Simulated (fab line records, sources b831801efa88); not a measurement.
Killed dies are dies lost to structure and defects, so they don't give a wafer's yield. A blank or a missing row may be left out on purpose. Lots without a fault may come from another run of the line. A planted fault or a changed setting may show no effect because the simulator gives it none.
fab line records | flow sky130
record lots=5 wafers=15 last_day=50
route steps=708 shown NWELL@33 DNWELL@35 PWDE@45
lots that met no fault: from a run of the same line without faults
start_h: hours from the record's first day to the start of the lot's first wafer shown | wait_h: hours since the lot's step before | " the same as in the row above | L1.1+2: a row that stands for several wafers | - no value, or no start given | * or withheld: withheld | < > ~ a bound
route shown NAME@n: a module of which the file shows steps, and the number in the route of the first | usual: mean/standard deviation of fault-free wafers | same: alike in all rows | chamber/n: place in a boat | sites: the reading at each site | _std_site: their standard deviation | _edge_site: outer sites' mean less inner sites' | radius_mm: how far each site lies from the wafer's centre | mask NAME#n: copy n | behind: the tool/chamber that last shaped the wafer | hold: why the lot was held/for how many hours/how that ended | device: the transistor (n, p or np) that didn't switch | end of line: the same wafers' tests at the end of the route | a step without rows: its recipe alone | killed: dies lost to structure and defects at the first sort, not the wafer's yield | map: a wafer's dies, x killed, . not, _ none there
set.NAME: the setting as run; set.NAME@STEP: as run at that earlier step | model.NAME: the simulator's own value behind a step, which no gauge read
lots at some steps of the route; a table a step, a row a wafer
services: from which hour (start_h, from the record's first day; less than 0 if before it) a tool's chamber was out of use, for how many hours, and why
## steps
# step SKY_NWELL_OXIDATION_01
# recipe temp_c=900 ambient=O2 stabilise_s=600 purge_s=300 target_thk_a=100 ox_time_s=1418
# usual spike_tc_lower_C=900.3/0.93 zone_power_centre_pct=17.2/0.41 zone_power_top_pct=34/4.2
# columns lot.wafer tool chamber start_h wait_h spike_tc_lower_C zone_power_centre_pct zone_power_top_pct
L082.2 furnace-01 0 77.81 0.7 899.8 17.7 29
L082.4 " 0 " " 901.5 17.6 29
L082.5 " 0 " " 901.8 18.0 29
L083.3 furnace-02 0 83.17 0.3 900.3 17.0 37
L083.5 " 0 " " 899.8 16.6 38
L083.6 " 0 " " 900.8 17.2 37
L084.3 furnace-01 0 89.11 1.7 898.5 17.9 29
L084.5 " 0 " " 901.3 17.8 29
L084.6 " 0 " " 900.1 17.7 29
L092.4 furnace-01 0 127.32 0.0 900.0 17.7 29
L092.5 " 0 " " 900.0 17.6 30
L092.6 " 0 " " 899.1 17.2 29
L096.1 furnace-02 0 151.89 0.6 901.2 17.2 37
L096.3 " 0 " " 899.5 16.8 38
L096.5 " 0 " " 902.3 16.6 38
# step SKY_NWELL_THK_MEAS_02
# recipe reads=SiO2_of_NWELL_OXIDATION_01
# usual NWELL_OXIDATION_THK=9.98/0.2
# columns lot.wafer tool chamber start_h wait_h NWELL_OXIDATION_THK[nm]
L082.2 film_metro-04 - 79.21 0.0 9.94
L082.4 " - " " 9.82
L082.5 " - " " 9.88
L083.3 film_metro-01 - 84.59 0.0 9.84
L083.5 " - " " 10.03
L083.6 " - " " 10.03
L084.3 film_metro-03 - 90.53 0.0 9.85
L084.5 " - " " 9.76
L084.6 " - " " 9.78
L092.4 film_metro-03 - 128.74 0.0 9.59
L092.5 " - " " 9.90
L092.6 " - " " 9.67
L096.1 film_metro-04 - 153.28 0.0 9.99
L096.3 " - " " 10.07
L096.5 " - " " 10.06
# step SKY_DNWELL_DEHYDRATE_00
# recipe temp_c=200 time_s=60
# columns lot.wafer tool chamber start_h wait_h
L082.2+4+5 litho_track-02 0 86.52 7.3
L083.3+5+6 litho_track-02 0 93.10 8.5
L084.3+5+6 litho_track-02 0 98.25 7.7
L092.4+5+6 litho_track-02 0 138.12 9.4
L096.1+3+5 litho_track-01 0 162.63 9.3
# step SKY_DNWELL_HMDS_01
# recipe prime_time_s=60 prime_temp_c=120
# columns lot.wafer tool chamber start_h wait_h
L082.2+4+5 litho_track-02 0 86.67 0.1
L083.3+5+6 litho_track-02 0 93.25 0.1
L084.3+5+6 litho_track-02 0 98.40 0.1
L092.4+5+6 litho_track-02 0 138.27 0.1
L096.1+3+5 litho_track-01 0 162.78 0.1
# step SKY_DNWELL_COAT_02
# recipe spin_rpm=2000 resist_thk_nm=3000
# usual dispense_pressure_kPa=45.7/2.7 spin_speed_rpm=2000.1/1.1
# columns lot.wafer tool chamber start_h wait_h dispense_pressure_kPa spin_speed_rpm
L082.2 litho_track-02 0 86.82 0.1 44.6 2002.0
L082.4 " 0 " " 44.6 2000.9
L082.5 " 0 " " 44.6 1999.3
L083.3 litho_track-02 0 93.40 0.1 44.6 1998.6
L083.5 " 0 " " 44.6 1999.2
L083.6 " 0 " " 44.6 1999.4
L084.3 litho_track-02 0 98.55 0.1 44.6 1999.3
L084.5 " 0 " " 44.6 1999.4
L084.6 " 0 " " 44.6 2000.1
L092.4 litho_track-02 0 138.42 0.1 44.5 1999.2
L092.5 " 0 " " 44.5 1999.3
L092.6 " 0 " " 44.6 2000.8
L096.1 litho_track-01 0 162.93 0.1 43.9 1999.6
L096.3 " 0 " " 43.8 2001.0
L096.5 " 0 " " 43.9 2001.6
# step SKY_DNWELL_SOFTBAKE_03
# recipe temp_c=110 time_s=withheld
# columns lot.wafer tool chamber start_h wait_h
L082.2+4+5 litho_track-02 0 86.98 0.1
L083.3+5+6 litho_track-02 0 93.56 0.1
L084.3+5+6 litho_track-02 0 98.71 0.1
L092.4+5+6 litho_track-02 0 138.60 0.1
L096.1+3+5 litho_track-01 0 163.08 0.1
# step SKY_DNWELL_EXPOSE_04
# recipe mask_id=DNM na=0.57 target_cd_nm=3000 dose_mj=222
# same na=0.57
# columns lot.wafer tool chamber start_h wait_h mask
L082.2+4+5 iline_stepper-02 0 - - DNM#0
L083.3+5+6 iline_stepper-02 0 - - DNM#0
L084.3+5+6 iline_stepper-02 0 - - DNM#0
L092.4+5+6 iline_stepper-02 0 - - DNM#0
L096.1+3+5 iline_stepper-01 0 - - DNM#0
# step SKY_DNWELL_PEB_05
# recipe temp_c=115 time_s=withheld
# columns lot.wafer tool chamber start_h wait_h
L082.2+4+5 litho_track-01 0 - -
L083.3+5+6 litho_track-02 0 - -
L084.3+5+6 litho_track-03 0 - -
L092.4+5+6 litho_track-02 0 - -
L096.1+3+5 litho_track-03 0 - -
# step SKY_DNWELL_DEVELOP_06
# recipe wall_angle_deg=90 developer=TMAH develop_time_s=60 dev_temp_c=23
# columns lot.wafer tool chamber start_h wait_h
L082.2+4+5 litho_track-01 0 - -
L083.3+5+6 litho_track-02 0 - -
L084.3+5+6 litho_track-03 0 - -
L092.4+5+6 litho_track-02 0 - -
L096.1+3+5 litho_track-03 0 - -
# step SKY_DNWELL_IMPLANT_07
# recipe species=P energy_kev=withheld dose_cm2=withheld tilt_deg=withheld
# same implant_ion_amu=*
# columns lot.wafer tool chamber start_h wait_h
L082.2+4+5 implanter-04 0 95.95 -
L083.3+5+6 implanter-02 0 102.55 -
L084.3+5+6 implanter-04 0 107.06 -
L092.4+5+6 implanter-04 0 148.62 -
L096.1+3+5 implanter-04 0 173.46 -
# step SKY_DNWELL_STRIP_08
# recipe chemistry=O2/N2 power_w=1400 pressure_mtorr=1500 platen_temp_c=withheld o2_flow_sccm=3000 n2_flow_sccm=300 overash_fraction=0.5
# usual drypump_motor_current_A=5.4/0.33 oes_product_au=0.723/0.0045 strip_time_to_endpoint_s=36.93/0.13
# columns lot.wafer tool chamber start_h wait_h drypump_motor_current_A oes_product_au rf_hours_counter_h strip_time_to_endpoint_s
L082.2 plasma_asher-01 1 96.08 0.1 5.3 0.727 40 37.12
L082.4 " 0 " " 5.4 0.721 - 37.06
L082.5 " 1 " " 5.3 0.730 - 36.99
L083.3 plasma_asher-01 1 102.68 0.1 5.3 0.725 - 37.09
L083.5 " 1 " " 5.3 0.724 - 37.12
L083.6 " 0 " " 5.4 0.719 - 37.02
L084.3 plasma_asher-01 0 107.20 0.1 5.4 0.720 - 37.06
L084.5 " 0 " " 5.4 0.719 - 36.99
L084.6 " 1 " " 5.3 0.717 - 37.11
L092.4 plasma_asher-03 1 148.73 0.1 6.2 0.721 - 36.80
L092.5 " 0 " " 5.2 0.726 - 36.92
L092.6 " 1 " " 6.2 0.720 - 36.83
L096.1 plasma_asher-04 0 173.61 0.1 5.5 0.724 6 36.86
L096.3 " 1 " " 4.9 0.727 - 36.86
L096.5 " 1 " " 4.9 0.727 - 36.85
# step SKY_DNWELL_TW_MEAS_09
# usual DNWELL_TW=1113/9.3
# columns lot.wafer tool chamber start_h wait_h DNWELL_TW
L082.2 film_metro-03 - 96.19 0.1 1117
L082.4 " - " " 1109
L082.5 " - " " 1115
L083.3 film_metro-01 - 102.77 0.1 1103
L083.5 " - " " 1110
L083.6 " - " " 1105
L084.3 film_metro-03 - 107.28 0.1 1104
L084.5 " - " " 1110
L084.6 " - " " 1100
L092.4 film_metro-03 - 148.82 0.1 1117
L092.5 " - " " 1116
L092.6 " - " " 1115
L096.1 film_metro-04 - 173.71 0.1 1120
L096.3 " - " " 1131
L096.5 " - " " 1126
# step SKY_PWDE_DEHYDRATE_00
# recipe temp_c=200 time_s=60
# columns lot.wafer tool chamber start_h wait_h
L082.2+4+5 litho_track-04 0 103.92 7.7
L083.3+5+6 litho_track-04 0 111.19 8.4
L084.3+5+6 litho_track-01 0 115.78 8.5
L092.4+5+6 litho_track-02 0 158.27 9.4
L096.1+3+5 litho_track-02 0 183.34 9.6
# step SKY_PWDE_HMDS_01
# recipe prime_time_s=60 prime_temp_c=120
# columns lot.wafer tool chamber start_h wait_h
L082.2+4+5 litho_track-04 0 104.07 0.1
L083.3+5+6 litho_track-04 0 111.34 0.1
L084.3+5+6 litho_track-01 0 115.93 0.1
L092.4+5+6 litho_track-02 0 158.42 0.1
L096.1+3+5 litho_track-02 0 183.49 0.1
# step SKY_PWDE_COAT_02
# recipe spin_rpm=2000 resist_thk_nm=3000
# usual dispense_pressure_kPa=47/5.1 spin_speed_rpm=2000.0/1.4
# columns lot.wafer tool chamber start_h wait_h dispense_pressure_kPa spin_speed_rpm
L082.2 litho_track-04 0 104.22 0.1 55 2001.3
L082.4 " 0 " " 55 2000.2
L082.5 " 0 " " 55 2001.9
L083.3 litho_track-04 0 111.49 0.1 55 1998.0
L083.5 " 0 " " 55 1999.7
L083.6 " 0 " " 55 1999.9
L084.3 litho_track-01 0 116.08 0.1 44 2000.6
L084.5 " 0 " " 44 2001.2
L084.6 " 0 " " 44 1998.6
L092.4 litho_track-02 0 158.57 0.1 45 1997.2
L092.5 " 0 " " 45 1998.8
L092.6 " 0 " " 45 1998.1
L096.1 litho_track-02 0 183.64 0.1 45 2002.3
L096.3 " 0 " " 45 1997.9
L096.5 " 0 " " 45 1999.5
# step SKY_PWDE_SOFTBAKE_03
# recipe temp_c=110 time_s=withheld
# columns lot.wafer tool chamber start_h wait_h
L082.2+4+5 litho_track-04 0 104.38 0.1
L083.3+5+6 litho_track-04 0 111.66 0.1
L084.3+5+6 litho_track-01 0 116.25 0.1
L092.4+5+6 litho_track-02 0 158.74 0.1
L096.1+3+5 litho_track-02 0 183.79 0.1
# step SKY_PWDE_EXPOSE_04
# recipe mask_id=PWDEM na=0.6 source_shape=conventional sigma_outer=0.6 polarization=unpolarized target_cd_nm=840 dose_mj=214
# same na=0.6
# columns lot.wafer tool chamber start_h wait_h mask
L082.2+4+5 iline_stepper-02 0 - - PWDEM#0
L083.3+5+6 iline_stepper-02 0 - - PWDEM#0
L084.3+5+6 iline_stepper-01 0 - - PWDEM#0
L092.4+5+6 iline_stepper-02 0 - - PWDEM#0
L096.1+3+5 iline_stepper-01 0 - - PWDEM#0
# step SKY_PWDE_PEB_05
# recipe temp_c=115 time_s=withheld
# columns lot.wafer tool chamber start_h wait_h
L082.2+4+5 litho_track-01 0 - -
L083.3+5+6 litho_track-04 0 - -
L084.3+5+6 litho_track-02 0 - -
L092.4+5+6 litho_track-04 0 - -
L096.1+3+5 litho_track-04 0 - -
# step SKY_PWDE_DEVELOP_06
# recipe wall_angle_deg=90 developer=TMAH develop_time_s=60 dev_temp_c=23
# columns lot.wafer tool chamber start_h wait_h
L082.2+4+5 litho_track-01 0 - -
L083.3+5+6 litho_track-04 0 - -
L084.3+5+6 litho_track-02 0 - -
L092.4+5+6 litho_track-04 0 - -
L096.1+3+5 litho_track-04 0 - -
# step SKY_PWDE_OVL_MEAS_07
# usual PWDE_OVL=0.1/1.4
# columns lot.wafer tool chamber start_h wait_h PWDE_OVL[nm]
L082.2 overlay-01 - 113.64 - 2.4
L082.4 " - " " 2.3
L082.5 " - " " 1.8
L083.3 overlay-02 - 120.76 - 0.4
L083.5 " - " " 0.7
L083.6 " - " " 1.9
L084.3 overlay-01 - 125.71 - 0.3
L084.5 " - " " 1.0
L084.6 " - " " 0.6
L092.4 overlay-02 - 168.56 - -1.4
L092.5 " - " " 1.5
L092.6 " - " " -1.9
L096.1 overlay-01 - 194.29 - 1.1
L096.3 " - " " -1.5
L096.5 " - " " 0.4
# step SKY_PWDE_IMPLANT_08
# recipe species=B energy_kev=150 dose_cm2=3.6e+12 tilt_deg=withheld
# same implant_ion_amu=11
# columns lot.wafer tool chamber start_h wait_h
L082.2+4+5 implanter-02 0 113.69 0.0
L083.3+5+6 implanter-03 0 120.83 0.1
L084.3+5+6 implanter-03 0 125.78 0.1
L092.4+5+6 implanter-03 0 168.65 0.1
L096.1+3+5 implanter-03 0 194.33 0.0
# step SKY_PWDE_STRIP_09
# recipe chemistry=O2/N2 power_w=1400 pressure_mtorr=1500 platen_temp_c=withheld o2_flow_sccm=3000 n2_flow_sccm=300 overash_fraction=0.5
# usual drypump_motor_current_A=5.42/0.27 oes_product_au=0.722/0.0041 strip_time_to_endpoint_s=36.85/0.11
# columns lot.wafer tool chamber start_h wait_h drypump_motor_current_A oes_product_au rf_hours_counter_h strip_time_to_endpoint_s
L082.2 plasma_asher-02 0 113.82 0.1 5.19 0.729 42 36.93
L082.4 " 0 " " 5.20 0.718 - 36.98
L082.5 " 0 " " 5.20 0.733 - 36.90
L083.3 plasma_asher-01 1 120.96 0.1 5.33 0.723 - 36.86
L083.5 " 0 " " 5.46 0.728 - 36.77
L083.6 " 1 " " 5.33 0.726 - 36.79
L084.3 plasma_asher-04 0 125.91 0.1 5.51 0.714 - 36.81
L084.5 " 1 " " 4.89 0.726 - 36.75
L084.6 " 0 " " 5.48 0.728 - 36.70
L092.4 plasma_asher-01 0 168.76 0.1 5.43 0.728 - 36.97
L092.5 " 0 " " 5.40 0.727 - 36.95
L092.6 " 1 " " 5.28 0.721 - 36.96
L096.1 plasma_asher-02 1 194.48 0.1 5.86 0.723 50 36.84
L096.3 " 0 " " 5.21 0.723 - 36.67
L096.5 " 0 " " 5.20 0.717 - 36.64
# step SKY_PWDE_TW_MEAS_10
# usual PWDE_TW=374/3.2
# columns lot.wafer tool chamber start_h wait_h PWDE_TW
L082.2 film_metro-04 - 113.93 0.1 377
L082.4 " - " " 380
L082.5 " - " " 377
L083.3 film_metro-04 - 121.05 0.1 378
L083.5 " - " " 377
L083.6 " - " " 376
L084.3 film_metro-03 - 126.00 0.1 370
L084.5 " - " " 370
L084.6 " - " " 369
L092.4 film_metro-01 - 168.86 0.1 372
L092.5 " - " " 371
L092.6 " - " " 373
L096.1 film_metro-01 - 194.58 0.1 373
L096.3 " - " " 370
L096.5 " - " " 371
# step SKY_NWELL_DEHYDRATE_03
# recipe temp_c=200 time_s=60
# columns lot.wafer tool chamber start_h wait_h
L082.2+4+5 litho_track-03 0 122.49 8.6
L083.3+5+6 litho_track-03 0 129.96 8.9
L084.3+5+6 litho_track-04 0 135.39 9.4
L092.4+5+6 litho_track-02 0 179.02 10.2
L096.1+3+5 litho_track-04 0 205.34 10.8
# step SKY_NWELL_HMDS_04
# recipe prime_time_s=60 prime_temp_c=120
# columns lot.wafer tool chamber start_h wait_h
L082.2+4+5 litho_track-03 0 122.64 0.1
L083.3+5+6 litho_track-03 0 130.11 0.1
L084.3+5+6 litho_track-04 0 135.54 0.1
L092.4+5+6 litho_track-02 0 179.17 0.1
L096.1+3+5 litho_track-04 0 205.49 0.1
# step SKY_NWELL_COAT_05
# recipe spin_rpm=2000 resist_thk_nm=3000
# usual dispense_pressure_kPa=50/4.5 spin_speed_rpm=2000.0/1.3
# columns lot.wafer tool chamber start_h wait_h dispense_pressure_kPa spin_speed_rpm
L082.2 litho_track-03 0 122.79 0.1 51 2002.5
L082.4 " 0 " " 51 2001.8
L082.5 " 0 " " 51 2003.1
L083.3 litho_track-03 0 130.26 0.1 51 1998.6
L083.5 " 0 " " 51 1998.4
L083.6 " 0 " " 51 2000.9
L084.3 litho_track-04 0 135.69 0.1 55 1999.4
L084.5 " 0 " " 55 2000.8
L084.6 " 0 " " 55 1999.4
L092.4 litho_track-02 0 179.32 0.1 45 1998.4
L092.5 " 0 " " 45 2000.2
L092.6 " 0 " " 45 1999.8
L096.1 litho_track-04 0 205.64 0.1 55 2000.4
L096.3 " 0 " " 55 1999.7
L096.5 " 0 " " 55 2000.7
# step SKY_NWELL_SOFTBAKE_06
# recipe temp_c=110 time_s=withheld
# columns lot.wafer tool chamber start_h wait_h
L082.2+4+5 litho_track-03 0 122.95 0.1
L083.3+5+6 litho_track-03 0 130.43 0.1
L084.3+5+6 litho_track-04 0 135.86 0.1
L092.4+5+6 litho_track-02 0 179.49 0.1
L096.1+3+5 litho_track-04 0 205.79 0.1
# step SKY_NWELL_EXPOSE_07
# recipe mask_id=NWM na=0.6 source_shape=conventional sigma_outer=0.6 polarization=unpolarized target_cd_nm=840 dose_mj=255
# same na=0.6
# columns lot.wafer tool chamber start_h wait_h mask
L082.2+4+5 iline_stepper-02 0 - - NWM#0
L083.3+5+6 iline_stepper-01 0 - - NWM#0
L084.3+5+6 iline_stepper-02 0 - - NWM#0
L092.4+5+6 iline_stepper-02 0 - - NWM#0
L096.1+3+5 iline_stepper-01 0 - - NWM#0
# step SKY_NWELL_PEB_08
# recipe temp_c=115 time_s=withheld
# columns lot.wafer tool chamber start_h wait_h
L082.2+4+5 litho_track-02 0 - -
L083.3+5+6 litho_track-02 0 - -
L084.3+5+6 litho_track-04 0 - -
L092.4+5+6 litho_track-03 0 - -
L096.1+3+5 litho_track-03 0 - -
# step SKY_NWELL_DEVELOP_09
# recipe wall_angle_deg=90 developer=TMAH develop_time_s=60 dev_temp_c=23
# columns lot.wafer tool chamber start_h wait_h
L082.2+4+5 litho_track-02 0 - -
L083.3+5+6 litho_track-02 0 - -
L084.3+5+6 litho_track-04 0 - -
L092.4+5+6 litho_track-03 0 - -
L096.1+3+5 litho_track-03 0 - -
# step SKY_NWELL_OVL_MEAS_10
# usual NWELL_00_OVL=-1.7/1.4
# columns lot.wafer tool chamber start_h wait_h NWELL_00_OVL[nm]
L082.2 overlay-01 - 132.25 - 0.2
L082.4 " - " " -0.8
L082.5 " - " " 0.9
L083.3 overlay-02 - 140.01 - -2.2
L083.5 " - " " -1.1
L083.6 " - " " -2.5
L084.3 overlay-01 - 145.80 - -4.2
L084.5 " - " " -3.2
L084.6 " - " " -2.9
L092.4 overlay-01 - 189.58 - -2.0
L092.5 " - " " -2.6
L092.6 " - " " -0.9
L096.1 overlay-02 - 216.71 - -2.9
L096.3 " - " " -3.9
L096.5 " - " " -2.4
# step SKY_NWELL_IMPLANT_11
# recipe species=P energy_kev=400 dose_cm2=1.9e+13 tilt_deg=withheld
# same implant_ion_amu=31
# columns lot.wafer tool chamber start_h wait_h
L082.2+4+5 implanter-04 0 132.31 0.0
L083.3+5+6 implanter-03 0 140.08 0.1
L084.3+5+6 implanter-02 0 145.88 0.1
L092.4+5+6 implanter-03 0 189.67 0.1
L096.1+3+5 implanter-03 0 216.75 0.0
# step SKY_NWELL_IMPLANT_12
# recipe species=P energy_kev=120 dose_cm2=1.3e+12 tilt_deg=withheld
# same implant_ion_amu=31
# columns lot.wafer tool chamber start_h wait_h
L082.2+4+5 implanter-04 0 132.46 0.1
L083.3+5+6 implanter-03 0 140.23 0.1
L084.3+5+6 implanter-02 0 146.03 0.1
L092.4+5+6 implanter-03 0 189.82 0.1
L096.1+3+5 implanter-03 0 216.90 0.1
# step SKY_NWELL_IMPLANT_13
# recipe species=P energy_kev=50 dose_cm2=7e+11 tilt_deg=withheld
# same implant_ion_amu=31
# columns lot.wafer tool chamber start_h wait_h
L082.2+4+5 implanter-04 0 132.61 0.1
L083.3+5+6 implanter-03 0 140.38 0.1
L084.3+5+6 implanter-02 0 146.18 0.1
L092.4+5+6 implanter-03 0 189.97 0.1
L096.1+3+5 implanter-03 0 217.05 0.1
# step SKY_NWELL_STRIP_14
# recipe chemistry=O2/N2 power_w=1400 pressure_mtorr=1500 platen_temp_c=withheld o2_flow_sccm=3000 n2_flow_sccm=300 overash_fraction=0.5
# usual drypump_motor_current_A=5.5/0.36 oes_product_au=0.723/0.0049 strip_time_to_endpoint_s=36.90/0.11
# columns lot.wafer tool chamber start_h wait_h drypump_motor_current_A oes_product_au rf_hours_counter_h strip_time_to_endpoint_s
L082.2 plasma_asher-01 1 132.73 0.1 5.3 0.720 44 36.97
L082.4 " 0 " " 5.4 0.730 - 36.97
L082.5 " 1 " " 5.3 0.725 - 36.91
L083.3 plasma_asher-01 0 140.51 0.1 5.4 0.718 - 36.87
L083.5 " 1 " " 5.3 0.731 - 36.90
L083.6 " 0 " " 5.5 0.722 - 36.87
L084.3 plasma_asher-02 1 146.31 0.1 5.9 0.722 - 36.91
L084.5 " 1 " " 5.9 0.734 - 36.80
L084.6 " 0 " " 5.2 0.724 - 36.90
L092.4 plasma_asher-02 0 190.08 0.1 5.2 0.723 - 36.83
L092.5 " 1 " " 5.9 0.730 - 36.87
L092.6 " 0 " " 5.2 0.719 - 36.78
L096.1 plasma_asher-02 1 217.20 0.1 5.9 0.736 52 36.86
L096.3 " 1 " " 5.8 0.717 - 36.89
L096.5 " 1 " " 5.9 0.728 - 36.83
# step SKY_NWELL_TW_MEAS_15
# usual NWELL_TW=1820/16
# columns lot.wafer tool chamber start_h wait_h NWELL_TW
L082.2 film_metro-04 - 132.84 0.1 1836
L082.4 " - " " 1824
L082.5 " - " " 1838
L083.3 film_metro-03 - 140.60 0.1 1806
L083.5 " - " " 1798
L083.6 " - " " 1802
L084.3 film_metro-04 - 146.40 0.1 1831
L084.5 " - " " 1823
L084.6 " - " " 1825
L092.4 film_metro-03 - 190.18 0.1 1806
L092.5 " - " " 1804
L092.6 " - " " 1809
L096.1 film_metro-01 - 217.30 0.1 1797
L096.3 " - " " 1808
L096.5 " - " " 1805
# step SKY_NWELL_DEHYDRATE_16
# recipe temp_c=200 time_s=60
# columns lot.wafer tool chamber start_h wait_h
L082.2+4+5 litho_track-04 0 142.07 9.2
L083.3+5+6 litho_track-03 0 149.96 9.4
L084.3+5+6 litho_track-03 0 155.51 9.1
L092.4+5+6 litho_track-02 0 200.72 10.5
L096.1+3+5 litho_track-03 0 228.21 10.9
# step SKY_NWELL_HMDS_17
# recipe prime_time_s=60 prime_temp_c=120
# columns lot.wafer tool chamber start_h wait_h
L082.2+4+5 litho_track-04 0 142.22 0.1
L083.3+5+6 litho_track-03 0 150.11 0.1
L084.3+5+6 litho_track-03 0 155.66 0.1
L092.4+5+6 litho_track-02 0 200.87 0.1
L096.1+3+5 litho_track-03 0 228.36 0.1
# step SKY_NWELL_COAT_18
# recipe spin_rpm=2000 resist_thk_nm=3000
# usual dispense_pressure_kPa=52/4.1 spin_speed_rpm=2000.1/1.2
# columns lot.wafer tool chamber start_h wait_h dispense_pressure_kPa spin_speed_rpm
L082.2 litho_track-04 0 142.37 0.1 55 2000.4
L082.4 " 0 " " 55 2000.4
L082.5 " 0 " " 55 2001.4
L083.3 litho_track-03 0 150.26 0.1 51 2001.7
L083.5 " 0 " " 51 2001.5
L083.6 " 0 " " 51 1999.7
L084.3 litho_track-03 0 155.81 0.1 51 2001.3
L084.5 " 0 " " 51 2000.9
L084.6 " 0 " " 51 2002.0
L092.4 litho_track-02 0 201.02 0.1 45 2001.2
L092.5 " 0 " " 45 1998.2
L092.6 " 0 " " 45 1998.7
L096.1 litho_track-03 0 228.51 0.1 51 2000.1
L096.3 " 0 " " 51 1998.7
L096.5 " 0 " " 51 2001.1
# step SKY_NWELL_SOFTBAKE_19
# recipe temp_c=110 time_s=withheld
# columns lot.wafer tool chamber start_h wait_h
L082.2+4+5 litho_track-04 0 142.53 0.1
L083.3+5+6 litho_track-03 0 150.43 0.1
L084.3+5+6 litho_track-03 0 155.98 0.1
L092.4+5+6 litho_track-02 0 201.19 0.1
L096.1+3+5 litho_track-03 0 228.66 0.1
# step SKY_NWELL_EXPOSE_20
# recipe mask_id=NWM_COMPLEMENT na=0.6 source_shape=conventional sigma_outer=0.6 polarization=unpolarized target_cd_nm=840 dose_mj=260
# same na=0.6
# columns lot.wafer tool chamber start_h wait_h mask
L082.2+4+5 iline_stepper-01 0 - - NWM_COMPLEMENT#0
L083.3+5+6 iline_stepper-01 0 - - NWM_COMPLEMENT#0
L084.3+5+6 iline_stepper-02 0 - - NWM_COMPLEMENT#0
L092.4+5+6 iline_stepper-01 0 - - NWM_COMPLEMENT#0
L096.1+3+5 iline_stepper-02 0 - - NWM_COMPLEMENT#0
# step SKY_NWELL_PEB_21
# recipe temp_c=115 time_s=withheld
# columns lot.wafer tool chamber start_h wait_h
L082.2+4+5 litho_track-04 0 - -
L083.3+5+6 litho_track-03 0 - -
L084.3+5+6 litho_track-02 0 - -
L092.4+5+6 litho_track-02 0 - -
L096.1+3+5 litho_track-02 0 - -
# step SKY_NWELL_DEVELOP_22
# recipe wall_angle_deg=90 developer=TMAH develop_time_s=60 dev_temp_c=23
# columns lot.wafer tool chamber start_h wait_h
L082.2+4+5 litho_track-04 0 - -
L083.3+5+6 litho_track-03 0 - -
L084.3+5+6 litho_track-02 0 - -
L092.4+5+6 litho_track-02 0 - -
L096.1+3+5 litho_track-02 0 - -
# step SKY_NWELL_OVL_MEAS_23
# usual NWELL_01_OVL=-0.1/1.2
# columns lot.wafer tool chamber start_h wait_h NWELL_01_OVL[nm]
L082.2 overlay-01 - 152.30 - 0.3
L082.4 " - " " 0.6
L082.5 " - " " 1.4
L083.3 overlay-02 - 160.07 - -0.2
L083.5 " - " " -0.8
L083.6 " - " " 0.4
L084.3 overlay-01 - 166.16 - -0.4
L084.5 " - " " 2.2
L084.6 " - " " 0.8
L092.4 overlay-02 - 212.21 - -0.1
L092.5 " - " " 0.8
L092.6 " - " " -1.7
L096.1 overlay-02 - 239.99 - -0.5
L096.3 " - " " -1.5
L096.5 " - " " -1.0
# step SKY_NWELL_IMPLANT_24
# recipe species=B energy_kev=140 dose_cm2=9.2e+12 tilt_deg=withheld
# same implant_ion_amu=11
# columns lot.wafer tool chamber start_h wait_h
L082.2+4+5 implanter-03 0 152.35 0.0
L083.3+5+6 implanter-02 0 160.15 0.1
L084.3+5+6 implanter-03 0 166.23 0.1
L092.4+5+6 implanter-04 0 212.31 0.1
L096.1+3+5 implanter-03 0 240.03 0.0
# step SKY_NWELL_STRIP_25
# recipe chemistry=O2/N2 power_w=1400 pressure_mtorr=1500 platen_temp_c=withheld o2_flow_sccm=3000 n2_flow_sccm=300 overash_fraction=0.5
# usual drypump_motor_current_A=5.5/0.35 oes_product_au=0.722/0.0046 strip_time_to_endpoint_s=36.89/0.099
# columns lot.wafer tool chamber start_h wait_h drypump_motor_current_A oes_product_au rf_hours_counter_h strip_time_to_endpoint_s
L082.2 plasma_asher-02 1 152.48 0.1 5.9 0.727 46 36.82
L082.4 " 0 " " 5.2 0.723 - 36.87
L082.5 " 1 " " 5.9 0.721 - 36.94
L083.3 plasma_asher-01 0 160.28 0.1 5.4 0.714 - 36.92
L083.5 " 0 " " 5.4 0.719 - 36.88
L083.6 " 1 " " 5.3 0.722 - 36.94
L084.3 plasma_asher-01 0 166.36 0.1 5.4 0.730 - 36.93
L084.5 " 0 " " 5.4 0.722 - 36.97
L084.6 " 1 " " 5.3 0.721 - 36.92
L092.4 plasma_asher-03 0 212.41 0.1 5.3 0.720 - 36.90
L092.5 " 1 " " 6.2 0.719 - 36.87
L092.6 " 0 " " 5.2 0.726 - 36.94
L096.1 plasma_asher-01 1 240.18 0.1 5.3 0.719 54 36.93
L096.3 " 0 " " 5.4 0.717 - 36.91
L096.5 " 1 " " 5.3 0.720 - 36.92
# step SKY_NWELL_TW_MEAS_26
# usual NWELL_2_TW=496/3.5
# columns lot.wafer tool chamber start_h wait_h NWELL_2_TW
L082.2 film_metro-01 - 152.59 0.1 493
L082.4 " - " " 493
L082.5 " - " " 492
L083.3 film_metro-01 - 160.37 0.1 495
L083.5 " - " " 493
L083.6 " - " " 495
L084.3 film_metro-04 - 166.45 0.1 501
L084.5 " - " " 502
L084.6 " - " " 501
L092.4 film_metro-03 - 212.51 0.1 494
L092.5 " - " " 494
L092.6 " - " " 494
L096.1 film_metro-03 - 240.28 0.1 496
L096.3 " - " " 495
L096.5 " - " " 495
# step SKY_NWELL_CLEAN_27
# recipe chemistry=SC1/SC2 mix=1:4:20 temp_c=70 time_s=150 dry=n2_spin
# columns lot.wafer tool chamber start_h wait_h
L082.2+4+5 wet_bench-03 0 152.64 0.0
L083.3+5+6 wet_bench-01 0 160.41 0.0
L084.3+5+6 wet_bench-03 1 166.49 0.0
L092.4+5+6 wet_bench-04 0 212.54 0.0
L096.1+3+5 wet_bench-04 0 240.34 0.1
## services
# columns tool chamber start_h hours kind
implanter-02 - 68.30 3.8 repair
plasma_asher-03 - 71.78 4.2 repair
furnace-01 - 72.63 2.4 pm
plasma_asher-02 - 82.08 0.7 repair
furnace-02 - 86.46 3.2 pm
plasma_asher-04 - 88.52 15.6 pm
plasma_asher-04 - 108.75 9.0 pm
furnace-01 - 109.59 3.1 pm
plasma_asher-02 - 122.92 0.3 repair
implanter-03 - 123.65 1.7 repair
wet_bench-03 - 124.51 8.4 repair
implanter-04 - 125.70 6.1 pm
furnace-02 - 126.41 2.3 pm
plasma_asher-03 - 136.62 8.8 pm
furnace-01 - 142.00 4.3 pm
implanter-03 - 143.68 4.1 pm
plasma_asher-02 - 172.03 2.8 repair
wet_bench-03 - 176.07 1.0 repair
iline_stepper-01 - 178.00 1.7 pm
implanter-04 - 182.11 5.5 repair
implanter-02 - 202.93 4.7 repair
implanter-04 - 204.98 2.2 repair
iline_stepper-02 - 208.38 1.7 pm
implanter-04 - 238.87 96.4 repair
## key
fault none
